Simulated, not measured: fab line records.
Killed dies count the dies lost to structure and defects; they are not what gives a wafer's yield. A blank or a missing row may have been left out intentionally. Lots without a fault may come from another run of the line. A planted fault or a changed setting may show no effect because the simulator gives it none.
Which tool was responsible? :: flow sky130 :: Sampling: 12 lots, 36 wafers, 4 of 708 route steps

WHAT EACH GAUGE READ, for each wafer
SKY_VIA4_BOW_MEAS_03. Usual: VIA4_BOW 78 um, standard deviation 7.8.
lot: L501
measured: day 42 00:09
on: film metro-03
VIA4_BOW (um): 75 86 80
flag: 

lot: L504
measured: day 43 02:12
on: film metro-03
VIA4_BOW (um): 70 75 77
flag: 

lot: L505
measured: day 43 04:37
on: film metro-03
VIA4_BOW (um): 65 68 60
flag: 

lot: L508
measured: day 43 20:34
on: film metro-04
VIA4_BOW (um): 85 84 84
flag: 

lot: L507
measured: day 43 23:15
on: film metro-04
VIA4_BOW (um): 82 74 84
flag: 

lot: L509
measured: day 44 08:38
on: film metro-04
VIA4_BOW (um): 74 52 70
flag: 

lot: L510
measured: day 44 15:53
on: film metro-01
VIA4_BOW (um): 76 83 80
flag: 

lot: L515
measured: day 46 01:09
on: film metro-03
VIA4_BOW (um): 81 89 82
flag: 

lot: L517
measured: day 46 23:22
on: film metro-03
VIA4_BOW (um): 86 74 93
flag: 

lot: L519
measured: day 47 03:38
on: film metro-04
VIA4_BOW (um): 83 75 77
flag: 

lot: L521
measured: day 47 10:08
on: film metro-04
VIA4_BOW (um): 76 82 73
flag: 

lot: L522
measured: day 47 19:35
on: film metro-01
VIA4_BOW (um): 79 74 72
flag: 

SKY_VIA4_RS_MEAS_19: uses a four-point probe to measure. Usual: VIA4_W_RS 0.225 ohm/sq, standard deviation 0.0032.
lot: L501
measured: day 43 00:42
on: film metro-04
VIA4_W_RS (ohm/sq): 0.221 0.227 0.224
flag: 

lot: L504
measured: day 44 02:08
on: film metro-04
VIA4_W_RS (ohm/sq): 0.222 0.221 0.223
flag: 

lot: L505
measured: day 44 03:43
on: film metro-03
VIA4_W_RS (ohm/sq): 0.225 0.219 0.226
flag: 

lot: L508
measured: day 44 19:23
on: film metro-01
VIA4_W_RS (ohm/sq): 0.227 0.219 0.231
flag: 

lot: L507
measured: day 44 22:04
on: film metro-03
VIA4_W_RS (ohm/sq): 0.225 0.221 0.227
flag: 

lot: L509
measured: day 45 07:15
on: film metro-03
VIA4_W_RS (ohm/sq): 0.221 0.224 0.222
flag: 

lot: L510
measured: day 45 14:10
on: film metro-04
VIA4_W_RS (ohm/sq): 0.230 0.226 0.229
flag: 

lot: L515
measured: day 46 22:25
on: film metro-03
VIA4_W_RS (ohm/sq): 0.226 0.223 0.224
flag: 

lot: L517
measured: day 47 19:55
on: film metro-03
VIA4_W_RS (ohm/sq): 0.224 0.229 0.223
flag: 

lot: L519
measured: day 48 00:05
on: film metro-01
VIA4_W_RS (ohm/sq): 0.225 0.229 0.227
flag: 

lot: L521
measured: day 48 05:22
on: film metro-03
VIA4_W_RS (ohm/sq): 0.223 0.221 0.224
flag: 

lot: L522
measured: day 48 14:38
on: film metro-04
VIA4_W_RS (ohm/sq): 0.219 0.219 0.226
flag: 

TOOL THAT RAN EACH LOT (tool first, then ch and the chambers of the sampled wafers, then the start)
lot: L501
SKY_METAL1_SPUTTER_00: pvd sputter-01, day 31 19:38
SKY_VIA4_STRIP_13: plasma asher-04 ch 0,1, day 42 23:53

lot: L504
SKY_METAL1_SPUTTER_00: pvd sputter-02, day 33 01:32
SKY_VIA4_STRIP_13: plasma asher-02 ch 0,1, day 44 01:17

lot: L505
SKY_METAL1_SPUTTER_00: pvd sputter-04, day 33 06:29
SKY_VIA4_STRIP_13: plasma asher-02 ch 0,1, day 44 02:48

lot: L508
SKY_METAL1_SPUTTER_00: pvd sputter-01, day 34 00:23
SKY_VIA4_STRIP_13: plasma asher-02 ch 0,1, day 44 18:34

lot: L507
SKY_METAL1_SPUTTER_00: pvd sputter-04, day 34 04:08
SKY_VIA4_STRIP_13: plasma asher-02 ch 0,1, day 44 21:16

lot: L509
SKY_METAL1_SPUTTER_00: pvd sputter-01, day 34 14:50
SKY_VIA4_STRIP_13: plasma asher-04 ch 0,1, day 45 06:22

lot: L510
SKY_METAL1_SPUTTER_00: pvd sputter-02, day 34 23:12
SKY_VIA4_STRIP_13: plasma asher-02 ch 0,1, day 45 13:16

lot: L515
SKY_METAL1_SPUTTER_00: pvd sputter-01, day 36 13:14
SKY_VIA4_STRIP_13: plasma asher-02 ch 0,1, day 46 21:37

lot: L517
SKY_METAL1_SPUTTER_00: pvd sputter-01, day 37 16:22
SKY_VIA4_STRIP_13: plasma asher-04 ch 0,1, day 47 19:05

lot: L519
SKY_METAL1_SPUTTER_00: pvd sputter-02, day 37 23:23
SKY_VIA4_STRIP_13: plasma asher-02 ch 0,1, day 47 23:16

lot: L521
SKY_METAL1_SPUTTER_00: pvd sputter-04, day 38 11:12
SKY_VIA4_STRIP_13: plasma asher-04 ch 0,1, day 48 04:31

lot: L522
SKY_METAL1_SPUTTER_00: pvd sputter-04, day 38 18:10
SKY_VIA4_STRIP_13: plasma asher-04 ch 0,1, day 48 13:49
- SKY_METAL1_SPUTTER_00: material Ti, target thk 15 nm, time 10 s.
- SKY_VIA4_STRIP_13: strips in O2/N2.

WHAT THE TOOLS THEMSELVES READ (means of the sampled wafers that have a number; where no wafer has one, the mark that the record gives instead)
SKY_METAL1_SPUTTER_00. Usual: 30.1 % for throttle valve pct, sd 0.64.
lot: L501
tool: pvd sputter-01
throttle valve pct (%): 30.5
flag: 

lot: L504
tool: pvd sputter-02
throttle valve pct (%): 29.9
flag: 

lot: L505
tool: pvd sputter-04
throttle valve pct (%): 29.4
flag: 

lot: L508
tool: pvd sputter-01
throttle valve pct (%): 30.0
flag: 

lot: L507
tool: pvd sputter-04
throttle valve pct (%): 30.1
flag: 

lot: L509
tool: pvd sputter-01
throttle valve pct (%): 30.0
flag: 

lot: L510
tool: pvd sputter-02
throttle valve pct (%): 30.0
flag: 

lot: L515
tool: pvd sputter-01
throttle valve pct (%): 30.4
flag: 

lot: L517
tool: pvd sputter-01
throttle valve pct (%): 30.3
flag: 

lot: L519
tool: pvd sputter-02
throttle valve pct (%): 30.5
flag: 

lot: L521
tool: pvd sputter-04
throttle valve pct (%): 30.1
flag: 

lot: L522
tool: pvd sputter-04
throttle valve pct (%): 30.1
flag: 

SKY_VIA4_STRIP_13. Usual: drypump motor current A 5.49 A, standard deviation 0.11; oes product au 0.710 a.u., standard deviation 0.0048; strip time to endpoint s 12.803 s, standard deviation 0.027.
lot: L501
tool: plasma asher-04
drypump motor current A (A): 5.49
oes product au (a.u.): 0.709
strip time to endpoint s (s): 12.814
flag: 

lot: L504
tool: plasma asher-02
drypump motor current A (A): 5.51
oes product au (a.u.): 0.709
strip time to endpoint s (s): 12.821
flag: 

lot: L505
tool: plasma asher-02
drypump motor current A (A): 5.50
oes product au (a.u.): 0.710
strip time to endpoint s (s): 12.791
flag: 

lot: L508
tool: plasma asher-02
drypump motor current A (A): 5.49
oes product au (a.u.): 0.713
strip time to endpoint s (s): 12.804
flag: 

lot: L507
tool: plasma asher-02
drypump motor current A (A): 5.48
oes product au (a.u.): 0.713
strip time to endpoint s (s): 12.809
flag: 

lot: L509
tool: plasma asher-04
drypump motor current A (A): 5.47
oes product au (a.u.): 0.707
strip time to endpoint s (s): 12.824
flag: 

lot: L510
tool: plasma asher-02
drypump motor current A (A): 5.49
oes product au (a.u.): 0.715
strip time to endpoint s (s): 12.800
flag: 

lot: L515
tool: plasma asher-02
drypump motor current A (A): 5.47
oes product au (a.u.): 0.707
strip time to endpoint s (s): 12.793
flag: 

lot: L517
tool: plasma asher-04
drypump motor current A (A): 5.49
oes product au (a.u.): 0.705
strip time to endpoint s (s): 12.804
flag: 

lot: L519
tool: plasma asher-02
drypump motor current A (A): 5.50
oes product au (a.u.): 0.705
strip time to endpoint s (s): 12.797
flag: 

lot: L521
tool: plasma asher-04
drypump motor current A (A): 5.60
oes product au (a.u.): 0.707
strip time to endpoint s (s): 12.811
flag: 

lot: L522
tool: plasma asher-04
drypump motor current A (A): 5.49
oes product au (a.u.): 0.706
strip time to endpoint s (s): 12.806
flag: 

THE ANSWER, worked out from the rows above alone
Rule: lot off if the mean of its wafers having a number is beyond 3 standard deviations from the usual mean. Also off: a lot with no number at a reading for which 4 or more lots have one. All remaining lots with rows at the step are treated as sound. First the gauges in route order, then the tools' own readings, where a lot's mean is used as printed above. At the first step where some lot is off, the reading lying furthest off is the one used; lots without a number count as furthest.
No lot is off at any reading shown: from this, nothing can be told.

WHAT WAS PUT IN BY THE SIMULATOR
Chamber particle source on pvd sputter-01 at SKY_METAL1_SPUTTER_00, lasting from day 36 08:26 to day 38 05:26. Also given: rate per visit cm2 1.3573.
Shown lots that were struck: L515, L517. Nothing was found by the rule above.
